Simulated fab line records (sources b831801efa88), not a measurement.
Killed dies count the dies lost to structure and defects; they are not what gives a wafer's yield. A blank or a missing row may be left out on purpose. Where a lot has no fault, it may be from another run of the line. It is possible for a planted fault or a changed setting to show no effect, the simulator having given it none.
fab line records ; flow gf180mcu
record: lots: 12; wafers: 36; lastDay: 34
route steps=602 shown M2@367 V2@408 M3@409
lots untouched by any fault: they come from a run of this same line in which no faults occurred
startH: hours from the record's opening day to when the first of the lot's shown wafers began ; waitH: time in hours since the lot's previous step ; " unchanged from the row above ; L1.1+2: a row that stands for several wafers ; - either no value or no given start ; * or withheld: withheld ; < > ~ a bound
route shown NAME@n: NAME is a module with steps in the file, n the number in the route of the first one ; usual: the fault-free wafers' mean and standard deviation ; same: alike in all rows ; chamber/n: place in a boat ; sites: the reading at each site ; _std_site: standard deviation across them ; _edge_site: inner sites' mean taken away from outer sites' mean ; radiusMm: how far each site lies from the wafer's centre ; mask NAME#n: copy n ; behind: the tool/chamber that last shaped the wafer ; hold: reason for holding the lot/hours on hold/outcome of the hold ; device: which transistor (n, p or np) failed to switch ; end of line: tests run on the same wafers once the route is complete ; a step without rows: its recipe alone ; killed: dies that structure and defects cost at the first sort, which is not the same as the wafer's yield ; map: per-die view of a wafer (x killed, . not killed, _ where there is no die)
set.NAME: the setting that was run; set.NAME@STEP: the one run at that earlier step ; model.NAME: the simulator's own value behind a step, which no gauge read
a sample of lots followed through the steps of the route, with each step as a table and each wafer as a row
services: the hour from which a tool's chamber was out of use, counted from the record's first day as startH (under 0 if before that day), plus the number of hours and why
== steps ==
step: GF_M2_RS_MEAS_05
recipe: thkMeasGauge: four-point-probe; reads: TiN_of_M2_SPUTTER_04+Ti_of_M2_SPUTTER_03+AlCu_of_M2_SPUTTER_02+TiN_of_M2_SPUTTER_01+Ti_of_M2_SPUTTER_00
usual: M2_ALCU_RS: 0.0699/0.00067
lot.wafer;tool;chamber;startH;waitH;M2_ALCU_RS[ohm/sq]
L671.3;filmMetro-02;-;411.61;0.1;0.0700
L671.5;filmMetro-02;-;411.61;0.1;0.0713
L671.6;filmMetro-02;-;411.61;0.1;0.0706
L672.1;filmMetro-04;-;418.97;0.0;0.0690
L672.5;filmMetro-04;-;418.97;0.0;0.0698
L672.6;filmMetro-04;-;418.97;0.0;0.0698
L673.3;filmMetro-04;-;431.76;0.1;0.0701
L673.5;filmMetro-04;-;431.76;0.1;0.0688
L673.6;filmMetro-04;-;431.76;0.1;0.0694
L675.3;filmMetro-02;-;451.20;0.1;0.0699
L675.4;filmMetro-02;-;451.20;0.1;0.0694
L675.6;filmMetro-02;-;451.20;0.1;0.0696
L676.2;filmMetro-04;-;461.66;0.0;0.0692
L676.4;filmMetro-04;-;461.66;0.0;0.0692
L676.6;filmMetro-04;-;461.66;0.0;0.0691
L679.3;filmMetro-04;-;490.74;0.1;0.0691
L679.4;filmMetro-04;-;490.74;0.1;0.0704
L679.6;filmMetro-04;-;490.74;0.1;0.0702
L681.3;filmMetro-03;-;505.68;0.1;0.0700
L681.5;filmMetro-03;-;505.68;0.1;0.0689
L681.6;filmMetro-03;-;505.68;0.1;0.0694
L682.1;filmMetro-04;-;515.26;0.0;0.0689
L682.2;filmMetro-04;-;515.26;0.0;0.0696
L682.5;filmMetro-04;-;515.26;0.0;0.0704
L691.2;filmMetro-04;-;584.79;0.0;0.0699
L691.5;filmMetro-04;-;584.79;0.0;0.0695
L691.6;filmMetro-04;-;584.79;0.0;0.0702
L692.1;filmMetro-02;-;590.22;0.0;0.0694
L692.4;filmMetro-02;-;590.22;0.0;0.0700
L692.5;filmMetro-02;-;590.22;0.0;0.0693
L694.1;filmMetro-03;-;601.61;0.0;0.0698
L694.5;filmMetro-03;-;601.61;0.0;0.0697
L694.6;filmMetro-03;-;601.61;0.0;0.0692
L693.1;filmMetro-04;-;605.31;0.0;0.0700
L693.2;filmMetro-04;-;605.31;0.0;0.0693
L693.6;filmMetro-04;-;605.31;0.0;0.0696
step: GF_V2_CMP_26
recipe: stopOn: SiO2; downForcePsi: 3.5; platenRpm: 60; tOverpolishS: 15; targetThkNm: 0; padVelocityMS: 0.94248
usual: motorCurrentA: 10.9/1.5; overpolishRunS: 15.001/0.01; platenRpm: 59.99/0.04; timeToEndpointS: 87/4.4
lot.wafer;tool;chamber;startH;waitH;motorCurrentA;overpolishRunS;platenRpm;timeToEndpointS
L671.3;cmp-02;3;462.65;0.1;9.1;15.008;59.97;88
L671.5;cmp-02;1;462.65;0.1;10.3;15.011;59.94;82
L671.6;cmp-02;2;462.65;0.1;12.0;14.981;59.98;81
L672.1;cmp-01;2;471.04;0.2;12.4;14.981;60.01;83
L672.5;cmp-01;3;471.04;0.2;13.2;14.989;60.03;89
L672.6;cmp-01;0;471.04;0.2;10.0;15.005;60.01;89
L673.3;cmp-02;2;483.02;0.2;12.7;15.009;60.02;85
L673.5;cmp-02;3;483.02;0.2;8.7;15.000;59.96;89
L673.6;cmp-02;0;483.02;0.2;10.2;14.997;60.00;89
L675.4;cmp-02;0;501.82;0.0;9.6;15.015;60.05;89
L675.3;cmp-02;2;501.82;0.0;12.6;15.010;59.99;81
L675.6;cmp-02;0;501.82;0.0;9.4;15.001;60.00;89
L676.4;cmp-02;1;512.27;0.1;10.2;14.991;60.02;83
L676.2;cmp-02;2;512.27;0.1;13.2;14.986;59.98;82
L676.6;cmp-02;3;512.27;0.1;9.0;14.990;60.01;84
L679.4;cmp-01;3;538.94;0.0;13.0;15.004;60.08;94
L679.3;cmp-01;2;538.94;0.0;12.9;15.007;59.99;89
L679.6;cmp-01;0;538.94;0.0;10.1;15.010;59.98;90
L681.3;cmp-01;0;553.29;0.1;9.5;15.001;54.00;97
L681.5;cmp-01;2;553.29;0.1;12.4;15.013;54.03;89
L681.6;cmp-01;3;553.29;0.1;13.6;15.005;53.98;105
L682.2;cmp-01;1;562.89;0.1;9.8;15.004;54.08;95
L682.1;cmp-01;3;562.89;0.1;12.5;15.013;53.98;100
L682.5;cmp-01;0;562.89;0.1;9.7;14.997;54.03;92
L691.2;cmp-01;1;629.58;0.1;9.7;14.998;59.99;90
L691.6;cmp-01;0;629.58;0.1;10.4;15.013;60.02;89
L691.5;cmp-01;1;629.58;0.1;9.5;14.988;60.00;91
L692.4;cmp-01;0;633.88;0.0;10.2;14.999;59.99;91
L692.1;cmp-01;1;633.88;0.0;9.2;15.007;59.90;94
L692.5;cmp-01;0;633.88;0.0;9.7;15.001;59.97;92
L694.1;cmp-02;3;644.98;0.1;8.7;15.009;60.00;88
L694.6;cmp-02;1;644.98;0.1;10.5;14.991;59.96;82
L694.5;cmp-02;2;644.98;0.1;12.4;14.997;60.07;83
L693.1;cmp-01;1;648.04;0.1;9.5;14.988;59.92;89
L693.2;cmp-01;2;648.04;0.1;13.1;14.995;60.00;90
L693.6;cmp-01;3;648.04;0.1;12.8;14.991;59.98;103
step: GF_M3_SPUTTER_00
recipe: material: Ti; targetThkNm: 37.5; arrivingIonEnergyEv: 80; substrateTempC: 200; chamberPressurePa: 2; powerW: 4000; timeS: 150
usual: throttleValvePct: 30.0/0.74
lot.wafer;tool;chamber;startH;waitH;throttleValvePct
L671.3;pvdSputter-04;-;462.85;0.1;30.7
L671.5;pvdSputter-04;-;462.85;0.1;30.2
L671.6;pvdSputter-04;-;462.85;0.1;30.1
L672.1;pvdSputter-04;-;471.19;0.1;30.1
L672.5;pvdSputter-04;-;471.19;0.1;30.5
L672.6;pvdSputter-04;-;471.19;0.1;29.8
L673.3;pvdSputter-03;-;483.17;0.1;29.3
L673.5;pvdSputter-03;-;483.17;0.1;30.9
L673.6;pvdSputter-03;-;483.17;0.1;30.0
L675.3;pvdSputter-03;-;502.12;0.1;29.4
L675.4;pvdSputter-03;-;502.12;0.1;29.7
L675.6;pvdSputter-03;-;502.12;0.1;29.7
L676.2;pvdSputter-03;-;512.49;0.1;29.3
L676.4;pvdSputter-03;-;512.49;0.1;30.2
L676.6;pvdSputter-03;-;512.49;0.1;30.2
L679.3;pvdSputter-03;-;539.24;0.1;30.0
L679.4;pvdSputter-03;-;539.24;0.1;31.1
L679.6;pvdSputter-03;-;539.24;0.1;29.6
L681.3;pvdSputter-04;-;553.49;0.1;29.7
L681.5;pvdSputter-04;-;553.49;0.1;30.1
L681.6;pvdSputter-04;-;553.49;0.1;30.3
L682.1;pvdSputter-04;-;563.14;0.1;30.2
L682.2;pvdSputter-04;-;563.14;0.1;29.9
L682.5;pvdSputter-04;-;563.14;0.1;29.9
L691.2;pvdSputter-03;-;629.83;0.2;30.2
L691.5;pvdSputter-03;-;629.83;0.2;29.6
L691.6;pvdSputter-03;-;629.83;0.2;30.3
L692.1;pvdSputter-02;-;634.18;0.2;31.5
L692.4;pvdSputter-02;-;634.18;0.2;29.5
L692.5;pvdSputter-02;-;634.18;0.2;31.2
L694.1;pvdSputter-02;-;645.18;0.1;29.7
L694.5;pvdSputter-02;-;645.18;0.1;28.9
L694.6;pvdSputter-02;-;645.18;0.1;29.5
L693.1;pvdSputter-02;-;648.24;0.1;29.2
L693.2;pvdSputter-02;-;648.24;0.1;31.3
L693.6;pvdSputter-02;-;648.24;0.1;31.5
step: GF_M3_METAL_ETCH_16
recipe: chemistry: Cl2/BCl3; maskMaterial: KrF; targetDepthNm: 627.5; stopOn: SiO2; pressureMtorr: 8; icpW: 800; biasW: 140; Cl2_flow_sccm: 80; bcl3FlowSccm: 40; timeS: 104.6
usual: drypumpMotorCurrentA: 5.6/0.37; oesProductAu: 0.972/0.0062; throttleValvePct: 28.250/0.01
lot.wafer;tool;chamber;startH;waitH;drypumpMotorCurrentA;oesProductAu;rfHoursCounterH;throttleValvePct
L671.3;rieMetal-03;1;487.12;0.1;5.6;0.965;-;28.259
L671.5;rieMetal-03;0;487.12;0.1;6.1;0.970;-;28.249
L671.6;rieMetal-03;1;487.12;0.1;5.6;0.970;-;28.242
L672.1;rieMetal-01;1;495.17;0.0;6.0;0.962;9.5;28.260
L672.5;rieMetal-01;0;495.17;0.0;5.3;0.969;-;28.253
L672.6;rieMetal-01;1;495.17;0.0;6.0;0.972;-;28.251
L673.3;rieMetal-03;1;507.55;0.1;5.6;0.968;-;28.250
L673.5;rieMetal-03;1;507.55;0.1;5.6;0.970;-;28.249
L673.6;rieMetal-03;1;507.55;0.1;5.7;0.963;-;28.250
L675.3;rieMetal-03;1;525.86;0.1;5.6;0.985;-;28.246
L675.4;rieMetal-03;0;525.86;0.1;6.1;0.962;-;28.247
L675.6;rieMetal-03;0;525.86;0.1;6.1;0.976;-;28.252
L676.2;rieMetal-03;0;535.44;0.0;6.1;0.977;0.5;28.237
L676.4;rieMetal-03;0;535.44;0.0;6.1;0.969;-;28.267
L676.6;rieMetal-03;1;535.44;0.0;5.6;0.963;-;28.259
L679.3;rieMetal-01;0;561.96;0.1;5.3;0.970;-;28.237
L679.4;rieMetal-01;1;561.96;0.1;6.0;0.977;-;28.245
L679.6;rieMetal-01;0;561.96;0.1;5.3;0.974;-;28.243
L681.3;rieMetal-02;1;575.71;0.1;5.1;0.980;-;28.240
L681.5;rieMetal-02;0;575.71;0.1;5.9;0.982;-;28.259
L681.6;rieMetal-02;1;575.71;0.1;5.1;0.977;-;28.229
L682.1;rieMetal-03;0;585.54;0.0;6.1;0.975;1.8;28.238
L682.2;rieMetal-03;1;585.54;0.0;5.6;0.970;7.9;28.254
L682.5;rieMetal-03;0;585.54;0.0;6.1;0.982;-;28.255
L691.2;rieMetal-03;1;649.94;0.0;5.6;0.971;9.8;28.254
L691.5;rieMetal-03;1;649.94;0.0;5.7;0.967;-;28.245
L691.6;rieMetal-03;0;649.94;0.0;6.1;0.972;-;28.253
L692.1;rieMetal-01;0;654.23;0.0;5.3;0.970;5.9;28.246
L692.4;rieMetal-01;0;654.23;0.0;5.3;0.966;-;28.263
L692.5;rieMetal-01;1;654.23;0.0;6.0;0.971;-;28.271
L694.1;rieMetal-02;1;665.14;0.0;5.1;0.964;5.3;28.272
L694.5;rieMetal-02;0;665.14;0.0;5.9;0.977;-;28.252
L694.6;rieMetal-02;1;665.14;0.0;5.1;0.965;-;28.263
L693.1;rieMetal-01;0;667.63;0.0;5.3;0.973;6.3;28.242
L693.2;rieMetal-01;1;667.63;0.0;6.0;0.957;2.0;28.277
L693.6;rieMetal-01;0;667.63;0.0;5.3;0.960;-;28.255
== services ==
tool;chamber;startH;hours;kind
pvdSputter-02;-;450.80;2.4;repair
rieMetal-01;0;468.29;-;clean
rieMetal-01;0;468.29;18.0;scheduledDown
cmp-01;-;485.57;0.7;repair
rieMetal-03;0;488.92;-;clean
rieMetal-03;0;488.92;21.3;scheduledDown
rieMetal-03;0;488.92;21.3;ventCycle
pvdSputter-03;-;516.22;4.9;repair
rieMetal-03;-;538.99;1.4;pm
cmp-02;-;558.85;7.6;repair
pvdSputter-02;-;572.08;3.3;repair
cmp-01;-;575.56;2.0;repair
cmp-02;-;576.88;4.0;pm
cmp-02;-;580.88;-;consumableReplace:conditioner
cmp-02;-;580.88;-;consumableReplace:pad
pvdSputter-02;-;589.13;4.5;repair
rieMetal-02;-;599.08;0.5;repair
pvdSputter-04;-;599.92;4.5;repair
pvdSputter-02;-;610.90;6.0;repair
cmp-02;-;614.46;3.8;pm
cmp-02;-;618.27;14.7;pm
rieMetal-01;-;634.78;2.8;pm
pvdSputter-03;-;634.79;1.3;repair
cmp-02;-;636.52;5.0;repair
== key ==
firstSign: step: GF_V2_CMP_26; reading: platenRpm; direction: down; sigmas: 99+; usual: 59.99; struck: 54.02
effect: step: GF_V2_CMP_26; reading: timeToEndpointS; direction: up; sigmas: 2.1; usual: *; struck: *
metAt GF_V2_CMP_26
struckLots L681,L682
notActingAt GF_M2_RS_MEAS_05,GF_M3_SPUTTER_00,GF_M3_METAL_ETCH_16
onsetBetween 538.94 553.29
fault: kind: processParameterDrift; tool: cmp-01; chamber: -; onsetH: 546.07; steps: GF_V2_CMP_26; channel: platenRpm; offset: -6; shape: step; endH: 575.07; actsIn: theseRecipesOnly; stated: 60
